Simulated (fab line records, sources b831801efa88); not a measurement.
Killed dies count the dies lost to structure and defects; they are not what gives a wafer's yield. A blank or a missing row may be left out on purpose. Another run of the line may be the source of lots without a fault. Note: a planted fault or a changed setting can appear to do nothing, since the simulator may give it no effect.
The tool behind it: which one? | flow sky130 | route of 708 steps, sampled at 1 step: 6 lots, 18 wafers

== WHAT EACH GAUGE READ, for each wafer ==
SKY_FIELD_ISO_BOW_MEAS_00.
lot  | measured    | on            | INCOMING_BOW (um)
L757 | day 1 20:00 | film metro-04 | -6 -8 0
L762 | day 2 21:00 | film metro-03 | -2 -5 -4
L765 | day 3 12:01 | film metro-03 | -8 -5 8
L770 | day 4 13:00 | film metro-03 | -10 1 -10
L773 | day 5 04:01 | film metro-03 | 8 1 -4
L777 | day 6 00:04 | film metro-01 | 0 13 1

== TOOL THAT RAN EACH LOT (tool first, then ch and the chambers of the sampled wafers, then the start) ==
Before these readings, the record contains no process step.

== THE ANSWER, worked out from the rows above alone ==
Rule: usual is defined by the lots themselves. The widest of any qualifying gaps counts: lots, ordered by their means at a reading, are off when they make up no more than a third of the lots, leave a main group of 4 or more, and stand apart from it by 3 or more times the standard deviation of that group's means. A main group is skipped when, at the precision printed for the reading in the tables above, its means are all equal. A lot without any number at a reading at which 4 lots or more have one is off too. The other lots that the step has rows for count as sound.
None of the lots is off at any reading shown; this tells nothing.

== WHAT THE SIMULATOR HAD PUT IN ==
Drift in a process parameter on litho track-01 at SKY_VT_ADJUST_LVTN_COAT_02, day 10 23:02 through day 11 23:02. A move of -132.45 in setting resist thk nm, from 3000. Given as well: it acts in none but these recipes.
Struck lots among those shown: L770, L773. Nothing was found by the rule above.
